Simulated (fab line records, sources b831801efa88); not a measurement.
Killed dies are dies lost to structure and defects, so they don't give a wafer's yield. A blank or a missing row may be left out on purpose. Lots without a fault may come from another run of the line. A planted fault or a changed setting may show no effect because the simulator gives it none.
One fault seen from 2 desks | flow sky130 | each desk has only its own numbers; what lay behind them comes last

THE TOOL OWNER'S DESK: iline_stepper-01
The tool's own readings at SKY_SONOS_ONO_EXPOSE_10 (exposes mask ONOM, target cd 410 nm): means of the sampled wafers that have a number, for each lot that ran on this tool. A lot is out of limits, marked OUT, if its mean lies more than 4 standard deviations from the usual mean; the brackets give that distance.
Columns: A = focus_offset_nm at SKY_SONOS_ONO_EXPOSE_10, usual -0.1 nm
lot  | first seen here | A
L595 | day 13 14:53    | -0.4
L597 | day 13 15:24    | 0.2
L599 | day 14 12:57    | 0.0
L602 | day 15 11:16    | 0.4
L603 | day 15 18:20    | -0.1
L604 | day 16 08:46    | 0.2
L612 | day 18 19:41    | 0.3
L613 | day 18 20:08    | 0.2
This desk's finding: nothing out of limits on any of the 8 lots.

THE METROLOGY DESK
What the gauges read, lot by lot, whatever tool the lot ran on: means of the sampled wafers that have a number. A lot is out of limits, marked OUT, if its mean lies more than 4 standard deviations from the usual mean; the brackets give that distance.
Columns: A = cd_nm at SKY_SONOS_ONO_CD_MEAS_13, usual 410.3 nm; B = SONOS_ONO_OVL at SKY_SONOS_ONO_OVL_MEAS_14, usual -0.4 nm; C = GATE_OXIDE_TW at SKY_GATE_OXIDE_TW_MEAS_14, usual 224.5
lot  | first seen here | A     | B    | C
L593 | day 12 18:49    | 407.2 | -2.1 | 226.1
L595 | day 14 04:17    | 409.6 | 0.7  | 222.6
L596 | day 14 04:23    | 408.0 | -1.3 | 221.8
L597 | day 14 04:41    | 410.3 | 0.2  | 228.2
L598 | day 14 11:55    | 409.2 | -0.3 | 221.0
L599 | day 15 01:38    | 410.8 | -0.0 | 223.5
L602 | day 15 23:38    | 400.1 | 0.3  | 223.6
L603 | day 16 08:20    | 403.5 | -0.3 | 222.3
L604 | day 16 22:08    | 401.8 | -1.2 | 223.1
L611 | day 19 08:04    | 409.1 | -0.4 | 226.8
L612 | day 19 11:25    | 412.2 | -1.0 | 220.3
L613 | day 19 11:41    | 413.3 | -0.3 | 227.2
L614 | day 19 23:11    | 407.9 | 0.1  | 226.8
This desk's finding: nothing out of limits on any of the 13 lots.

PUT TOGETHER
The tool owner's desk saw nothing out of limits.
The metrology desk saw nothing out of limits.

WHAT THE SIMULATOR HAD PUT IN
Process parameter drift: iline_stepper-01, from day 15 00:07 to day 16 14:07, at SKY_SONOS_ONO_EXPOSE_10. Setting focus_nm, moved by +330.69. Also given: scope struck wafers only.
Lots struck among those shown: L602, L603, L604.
